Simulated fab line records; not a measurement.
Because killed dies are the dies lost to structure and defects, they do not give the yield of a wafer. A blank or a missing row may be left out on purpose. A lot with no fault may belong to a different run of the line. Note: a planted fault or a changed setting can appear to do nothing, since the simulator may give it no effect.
Check for tools in common    flow gf180mcu    Sample size 14 lots and 48 wafers

WHY IT WAS OPENED
At GF_POLY_GATE_THK_MEAS_01 the reading POLY_GATE_CVD_00_THK is flagged on 2 of 14 lots. No-fault wafers: 199.2 nm, standard deviation 1.6.
Rule: a lot gets a flag if all its wafers with a number sit over 4 standard deviations from that mean, or if no wafer of it has a number. The other lots count as sound.

lot   measured      on            POLY_GATE_CVD_00_THK (nm), wafer by wafer  flag
L505  day 8 15:56   filmMetro-01  201.4 200.0 202.0                          
L506  day 8 22:58   filmMetro-01  202.3 200.8 199.2                          
L507  day 9 08:32   filmMetro-01  201.0 203.2 202.7                          
L508  day 9 10:06   filmMetro-03  199.4 199.5 198.4                          
L510  day 10 01:46  filmMetro-04  198.5 197.0 197.8                          
L512  day 10 15:23  filmMetro-03  397.0 398.0 397.8 397.0 397.9 397.3        FLAGGED
L513  day 10 18:37  filmMetro-01  199.5 198.8 200.4                          
L514  day 11 02:17  filmMetro-03  402.8 400.4 400.6 402.8 400.5 400.2        FLAGGED
L518  day 12 05:30  filmMetro-01  198.9 197.3 200.1                          
L521  day 13 04:45  filmMetro-04  198.6 201.4 198.5                          
L522  day 13 07:43  filmMetro-03  198.6 197.3 198.3                          
L523  day 13 13:48  filmMetro-04  200.7 201.0 201.2                          
L524  day 13 22:26  filmMetro-04  198.4 198.3 198.5                          
L527  day 14 18:51  filmMetro-03  199.3 198.1 199.2                          
Flagged lots average 399.4 nm: +200.2 nm relative to the usual, that is +99 or more standard deviations.

WHICH TOOL EACH LOT WENT THROUGH
Before the reading, the record contains 2 process steps out of a 602-step route. Cell contents, in order: the tool; ch with the chambers the sampled wafers went through; the start.
lot   flag     GF_STI_ETCH_14                  GF_POLY_GATE_CVD_00
L505           rieSi-01 ch 0,2, day 2 01:36    lpcvd-02 ch 1, day 8 14:35
L506           rieSi-01 ch 2,3, day 2 06:12    lpcvd-02 ch 0, day 8 21:37
L507           rieSi-01 ch 1,3, day 2 11:46    lpcvd-01 ch 0, day 9 07:12
L508           rieSi-01 ch 1,2,3, day 2 16:29  lpcvd-02 ch 0, day 9 08:45
L510           rieSi-01 ch 0,1,2, day 3 04:24  lpcvd-02 ch 1, day 10 00:25
L512  FLAGGED  rieSi-01 ch 1,2,3, day 3 13:48  lpcvd-01 ch 1, day 10 12:34
L513           rieSi-01 ch 1,3, day 3 18:40    lpcvd-01 ch 0, day 10 17:16
L514  FLAGGED  rieSi-02 ch 1,2,3, day 4 01:04  lpcvd-01 ch 0, day 10 23:23
L518           rieSi-01 ch 0,1,2, day 4 20:40  lpcvd-01 ch 1, day 12 04:10
L521           rieSi-02 ch 1,2, day 5 12:01    lpcvd-02 ch 1, day 13 03:25
L522           rieSi-01 ch 0,2, day 5 17:03    lpcvd-02 ch 0, day 13 06:22
L523           rieSi-02 ch 0,1, day 5 22:10    lpcvd-02 ch 0, day 13 12:27
L524           rieSi-01 ch 0,1, day 6 04:03    lpcvd-01 ch 0, day 13 21:05
L527           rieSi-01 ch 0,2,3, day 6 20:00  lpcvd-02 ch 0, day 14 17:31
What these steps do:
- GF_STI_ETCH_14: etches Si in HBr/Cl2/O2, target depth 360 nm, time 102.9 s.
- GF_POLY_GATE_CVD_00: deposits poly-Si, target thk 200 nm, time 1200 s.
- GF_POLY_GATE_THK_MEAS_01

FLAGGED OVER TOTAL, TOOL BY TOOL (the gauges that took the reading come last)
step                      tool          lots run  flagged  share of the flagged lots  sound lots run after its first flagged lot
GF_STI_ETCH_14            rieSi-01      11        1        some                       5 (L513,L518,L522,L524,L527)
GF_STI_ETCH_14            rieSi-02      3         1        some                       2 (L521,L523)
GF_POLY_GATE_CVD_00       lpcvd-01      6         2        all                        3 (L513,L518,L524)
GF_POLY_GATE_CVD_00       lpcvd-02      8         0        none                       -
GF_POLY_GATE_THK_MEAS_01  filmMetro-01  5         0        none                       -
GF_POLY_GATE_THK_MEAS_01  filmMetro-03  5         2        all                        2 (L522,L527)
GF_POLY_GATE_THK_MEAS_01  filmMetro-04  4         0        none                       -

WHAT THE TABLE PERMITS
lpcvd-01 at GF_POLY_GATE_CVD_00 and filmMetro-03 at GF_POLY_GATE_THK_MEAS_01 are the 2 rows of the table that ran each flagged lot.
- lpcvd-01 at GF_POLY_GATE_CVD_00: 2 of its 6 lots flagged. Sound lots followed the first flagged one (L513, L518, L524) on it, something a lasting fault affecting the whole tool could not allow.
- filmMetro-03 at GF_POLY_GATE_THK_MEAS_01: 2 of its 5 lots flagged. Sound lots followed the first flagged one (L522, L527) on it, something a lasting fault affecting the whole tool could not allow.
Every row of the table either missed a flagged lot or ran a sound lot after the first.

WHAT HAD BEEN PUT IN BY THE SIMULATOR
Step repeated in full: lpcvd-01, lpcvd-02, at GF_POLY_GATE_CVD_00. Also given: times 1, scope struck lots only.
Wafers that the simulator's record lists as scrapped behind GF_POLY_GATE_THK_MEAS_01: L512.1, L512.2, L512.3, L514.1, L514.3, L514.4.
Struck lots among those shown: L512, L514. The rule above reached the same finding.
